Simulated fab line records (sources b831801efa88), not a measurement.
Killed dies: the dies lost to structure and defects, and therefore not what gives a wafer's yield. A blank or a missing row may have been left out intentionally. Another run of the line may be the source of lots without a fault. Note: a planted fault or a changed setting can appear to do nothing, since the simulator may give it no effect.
A lot that was struck, set against a sound lot || flow sky130 || 18 steps out of a route of 708
Sound: wafers L369.1, L369.4, L369.5. The struck wafers were L383.1, L383.3, L383.6. The cause is given at the end.
At each step with rows: each side's tool, then ch and its chambers, then its first start. Under that, the readings that differ: sound wafers || struck wafers || difference of the means || sigmas: that difference in standard deviations of wafers without a fault.
alike: readings whose means differ by less than 2 such deviations, and words and numbers that are the same on both sides. not compared: withheld readings, readings that some wafer has no value for, bounds like >300 that may hide the same value, and numbers for which the record gives no deviation and whose values overlap.
The two part at a step that has a row with sigmas, a row that says differs or no value, or rows on one side only. Numbers that have no deviation but don't overlap get no sigmas and don't part them. Lack of a reading on every wafer of one side parts them only where that side has two or more wafers.

first, 6 steps without rows for these wafers: SKY_RES_XHIGH_COAT_02 (resist thk 1140 nm); SKY_RES_XHIGH_SOFTBAKE_03 (time 60 s); SKY_RES_XHIGH_EXPOSE_04 (exposes mask URPM, target cd 1270 nm); SKY_RES_XHIGH_PEB_05; SKY_RES_XHIGH_DEVELOP_06 (develop time 60 s); SKY_RES_XHIGH_IMPLANT_07.
SKY_RES_XHIGH_STRIP_08: strips in O2/N2.
  sound on plasma-asher-03 ch 0, day 27 10:40; struck on plasma-asher-03 ch 0,1, day 32 14:26
  alike: drypump-motor-current-A, oes-product-au, strip-time-to-endpoint-s
  not compared: rf-hours-counter-h
SKY_RES_XHIGH_TW_MEAS_09:
  sound on film-metro-02 at day 27 10:46; struck on film-metro-01 at day 32 14:32
  alike: RES_XHIGH_TW
then, 4 steps without rows for these wafers: SKY_SD_N_DEHYDRATE_00 (time 60 s); SKY_SD_N_HMDS_01 (prime time 60 s); SKY_SD_N_COAT_02 (resist thk 1140 nm); SKY_SD_N_SOFTBAKE_03 (time 60 s).
SKY_SD_N_EXPOSE_04: exposes mask NSDM, target cd 380 nm.
  sound on iline-stepper-02 ch 0, day 28 02:02; struck on iline-stepper-01 ch 0, day 33 04:20
{"reading": "exposure-dose-mJ-cm2", "sound": "141.02 140.77 141.14", "struck": "134.29 134.37 134.18", "difference": -6.70, "sigmas": -52}
  alike: mask, reticle-temp-C
then, 2 steps without rows for these wafers: SKY_SD_N_PEB_05; SKY_SD_N_DEVELOP_06 (develop time 60 s).
SKY_SD_N_CD_MEAS_07 targets a cd of 380 nm.
  sound on cd-sem-02 at day 28 14:58; struck on cd-sem-02 at day 33 16:55
{"reading": "cd-nm (nm)", "sound": "382.3 382.3 383.8", "struck": "363.8 366.3 365.2", "difference": -17.7, "sigmas": -7}
SKY_SD_N_OVL_MEAS_08:
  sound on overlay-02 at day 28 15:05; struck on overlay-01 at day 33 17:02
{"reading": "SD_N_OVL (nm)", "sound": "-1.2 0.9 -0.9", "struck": "-4.3 -3.7 -2.4", "difference": -3.1, "sigmas": -2}
-- here the record skips 16 days between the struck wafers' starts before and after, leaving off in module SD_N and picking up in module PAD_OPEN (first step shown: number 708 of the route) --
SKY_PAD_OPEN_PROBE_99:
  sound on prober-02 at day 46 03:20; struck on prober-02 at day 49 21:09
  alike: killed_at_M0_to_M3, killed_at_M4_up, killed-at-contacts, killed-at-front-end, killed-at-other, killed-dies, killed-open, killed-short

WHERE THEY PART
Earliest at SKY_SD_N_EXPOSE_04; latest, in this record, at SKY_SD_N_OVL_MEAS_08. Later steps at which nothing parts them and some readings are alike: SKY_PAD_OPEN_PROBE_99.

WHY: what had been put in by the simulator
Process parameters drifting: iline-stepper-01 at SKY_SD_N_EXPOSE_04, beginning at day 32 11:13. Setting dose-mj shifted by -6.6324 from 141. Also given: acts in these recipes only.
